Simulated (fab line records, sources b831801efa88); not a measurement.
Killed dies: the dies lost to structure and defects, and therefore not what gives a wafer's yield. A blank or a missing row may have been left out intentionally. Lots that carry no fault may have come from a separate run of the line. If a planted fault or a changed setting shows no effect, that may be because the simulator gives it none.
A lot that was struck, set against a sound lot | flow sky130 | 14 steps out of a route of 708
Sound: wafers L698.3, L698.4, L698.5. Struck: wafers L704.1, L704.3, L704.6. The cause is given at the end.
Each step with rows lists, per side, the tool, then ch with its chambers, then its first start. Under that, the readings that differ: sound wafers | struck wafers | difference of the means | sigmas: that difference in standard deviations of wafers without a fault.
alike: words and numbers the same on both sides, and readings whose means are apart by under 2 such deviations; not compared: readings that were withheld, readings missing a value for some wafer, numbers with overlapping values and no deviation given by the record, and bounds like >300 which may hide the same value.
Wherever a step has rows on one side only, a row that says differs or no value, or a row with sigmas, the two part there. Numbers that have no deviation but don't overlap get no sigmas and don't part them. Lack of a reading on every wafer of one side parts them only where that side has two or more wafers.

SKY_LDD_LDN_STRIP_12: strips in O2/N2.
  sound on plasma asher-04 ch 0,1, day 23 08:44; struck on plasma asher-02 ch 0,1, day 25 04:16
  alike: drypump motor current A, oes product au, strip time to endpoint s
  not compared: rf hours counter h
SKY_LDD_LDN_TW_MEAS_13:
  sound: film metro-04 at day 23 08:50; struck: film metro-01 at day 25 04:22
  alike: LDD_LDN_TW
then, 2 steps without rows for these wafers: SKY_LDD_LDN_CLEAN_14 (cleans in SC1/SC2, time 150 s); SKY_SPACER_CVD_00 (deposits Si3N4 from DCS/NH3, target thk 43.1 nm, time 740 s).
SKY_SPACER_THK_MEAS_01:
  sound: film metro-01 at day 23 10:08; struck: film metro-04 at day 25 19:45
  alike: SPACER_CVD_00_THK
SKY_SPACER_ETCHBACK_02: etches Si3N4 in CH3F/O2, stops on SiO2, time 46.7 s, target depth 45 nm.
  sound on rie diel-03 ch 0,1,2, day 23 10:11; struck on rie diel-02 ch 2,3, day 25 19:49
  alike: drypump motor current A, oes product au, throttle valve pct
  not compared: rf hours counter h
then, 6 steps without rows for these wafers: SKY_POLY_CUT_DEHYDRATE_00 (time 60 s); SKY_POLY_CUT_HMDS_01 (prime time 60 s); SKY_POLY_CUT_COAT_02 (resist thk 60 nm); SKY_POLY_CUT_COAT_03 (resist thk 450 nm); SKY_POLY_CUT_SOFTBAKE_04 (time 90 s); SKY_POLY_CUT_EXPOSE_05 (exposes mask NPCM, target cd 270 nm).
SKY_POLY_CUT_PEB_06:
  sound on litho track-04 ch 0, day 24 15:00; struck on litho track-03, day 26 23:00
  reading         | sound          | struck | difference                    | sigmas
  exhaust pa (Pa) | 44.8 43.5 44.7 | - - -  | no value on the struck wafers |
  not compared: chill plate temp C
then, 1 step without rows for these wafers: SKY_POLY_CUT_DEVELOP_07 (develop time 60 s).

WHERE THEY PART
At SKY_POLY_CUT_PEB_06 and nowhere else, as far as this record goes.

WHY: the cause the simulator had injected
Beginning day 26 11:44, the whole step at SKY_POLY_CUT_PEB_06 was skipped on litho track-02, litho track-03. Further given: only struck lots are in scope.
